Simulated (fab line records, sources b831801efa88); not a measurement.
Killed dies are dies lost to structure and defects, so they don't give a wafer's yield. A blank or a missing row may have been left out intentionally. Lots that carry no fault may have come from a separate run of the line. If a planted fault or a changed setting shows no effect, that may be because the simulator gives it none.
A struck lot beside a sound one | flow sky130 | 16 steps out of a route of 708
Sound: these wafers, L889.4, L889.5, L889.6. Wafers L883.1, L883.2, L883.4 were the ones struck. The cause is given at the end.
At each step with rows: each side's tool, then ch and its chambers, then its first start. Under that, the readings that differ: sound wafers | struck wafers | difference of the means | sigmas: that difference in standard deviations of wafers without a fault.
alike: readings whose means differ by less than 2 such deviations, and words and numbers that are the same on both sides. not compared: withheld readings, readings that some wafer has no value for, bounds like >300 that may hide the same value, and numbers for which the record gives no deviation and whose values overlap.
Wherever a step has rows on one side only, a row that says differs or no value, or a row with sigmas, the two part there. Numbers that have no deviation but don't overlap get no sigmas and don't part them. A reading missing from all wafers of one side parts the sides only when that side holds two or more wafers.

first, 8 steps without rows for these wafers: SKY_POLY_GATE_DEHYDRATE_05 (time 60 s); SKY_POLY_GATE_HMDS_06 (prime time 60 s); SKY_POLY_GATE_COAT_07 (resist thk 110 nm); SKY_POLY_GATE_COAT_08 (resist thk 450 nm); SKY_POLY_GATE_SOFTBAKE_09 (time 90 s); SKY_POLY_GATE_EXPOSE_10 (exposes mask P1M, target cd 150 nm); SKY_POLY_GATE_PEB_11; SKY_POLY_GATE_DEVELOP_12 (develop time 60 s).
SKY_POLY_GATE_CD_MEAS_13: target cd 150 nm.
  sound on cd_sem-01 at day 23 14:38; struck on cd_sem-01 at day 22 07:54
  alike: cd_nm
SKY_POLY_GATE_OVL_MEAS_14:
  sound on overlay-02 at day 23 14:42; struck on overlay-01 at day 22 08:01
  alike: POLY_GATE_OVL
SKY_POLY_GATE_ETCH_15: etches BARC in N2/H2, stops on SiO2, time 118.5 s, target depth 110 nm.
  sound on rie_diel-01 ch 1,2,3, day 23 14:43; struck on rie_diel-03 ch 0,1,3, day 22 08:03
  alike: chamber_pressure_mTorr, drypump_motor_current_A, oes_product_au, rf_fwd_power_W, run_length_s, throttle_valve_pct
  not compared: rf_hours_counter_h
SKY_POLY_GATE_ETCH_16: etches Si3N4 in CH3F/O2, stops on poly-Si, time 147.5 s, target depth 75 nm.
  sound on rie_diel-01 ch 1,2,3, day 23 14:48; struck on rie_diel-03 ch 0,1,3, day 22 08:08
  reading                        | sound                | struck               | difference | sigmas
  chamber_pressure_mTorr (mTorr) | 25.041 25.025 25.044 | 24.988 24.964 24.987 | -0.057     | -2
  alike: drypump_motor_current_A, oes_product_au, rf_fwd_power_W, run_length_s, throttle_valve_pct
  not compared: rf_hours_counter_h
SKY_POLY_GATE_ETCH_17: etches poly-Si in HBr/Cl2, stops on SiO2, target depth 180 nm, time 70.5 s.
  sound on rie_si-01 ch 0,2,3, day 23 14:54; struck on rie_si-02 ch 0,2,3, day 22 08:14
  reading                                          | sound             | struck            | difference | sigmas
  oes_product_au (a.u.)                            | 0.995 0.985 0.983 | 0.888 0.887 0.895 | -0.098     | -14
  run_length_s (s)                                 | 99.4 98.9 99.2    | 111.8 112.1 111.7 | +12.7      | +33
  model.KrF-thick_of_POLY_GATE_COAT_08.thk_nm (nm) | 136.7 137.2 138.1 | 125 129.3 130.6   | -9         |
  model.POLY_GATE.feature_depth_nm (nm)            | 179.1 177.2 179   | 180 180 181.2     | +2         |
  model.etch.depth_nm (nm)                         | 179.1 177.2 179   | 179.5 179.6 180.7 | +1.5       |
  alike: chamber_pressure_mTorr, drypump_motor_current_A, rf_fwd_power_W, throttle_valve_pct
  not compared: rf_hours_counter_h
SKY_POLY_GATE_STRIP_18: strips in O2/N2.
  sound on plasma_asher-03 ch 0,1, day 23 14:59; struck on plasma_asher-02 ch 0,1, day 22 08:17
  reading                      | sound          | struck         | difference | sigmas
  strip_time_to_endpoint_s (s) | 3.19 3.21 3.21 | 3.05 3.11 3.15 | -0.10      | -2
  alike: chamber_pressure_mTorr, drypump_motor_current_A, oes_product_au
  not compared: rf_hours_counter_h
then, 1 step without rows for these wafers: SKY_POLY_GATE_CLEAN_19 (cleans in SC1/SC2, time 150 s).
-- a jump in the record: the struck wafers' starts before and after are 28 days apart (it breaks off in module POLY_GATE and resumes in module PAD_OPEN, where the first step shown is number 708 of the route) --
SKY_PAD_OPEN_PROBE_99:
  sound on prober-02 at day 50 11:24; struck on prober-01 at day 49 20:52
  reading                         | sound             | struck          | difference | sigmas
  model.etest.tip_sonos.rs_ohm_sq | 2625 2679 2669    | 2539 2586 2587  | -87        |
  model.etest.tip_n.rs_ohm_sq     | 446.3 447.3 446.8 | 434 437.6 441.4 | -9         |
  alike: killed_at_M0_to_M3, killed_at_M4_up, killed_at_contacts, killed_at_front_end, killed_at_other, killed_dies, killed_open, killed_short

== WHERE THEY PART ==
Last at SKY_POLY_GATE_STRIP_18 as far as this record goes, first at SKY_POLY_GATE_ETCH_16. Later steps at which nothing parts them and some readings are alike: SKY_PAD_OPEN_PROBE_99.

WHY: the cause the simulator had injected
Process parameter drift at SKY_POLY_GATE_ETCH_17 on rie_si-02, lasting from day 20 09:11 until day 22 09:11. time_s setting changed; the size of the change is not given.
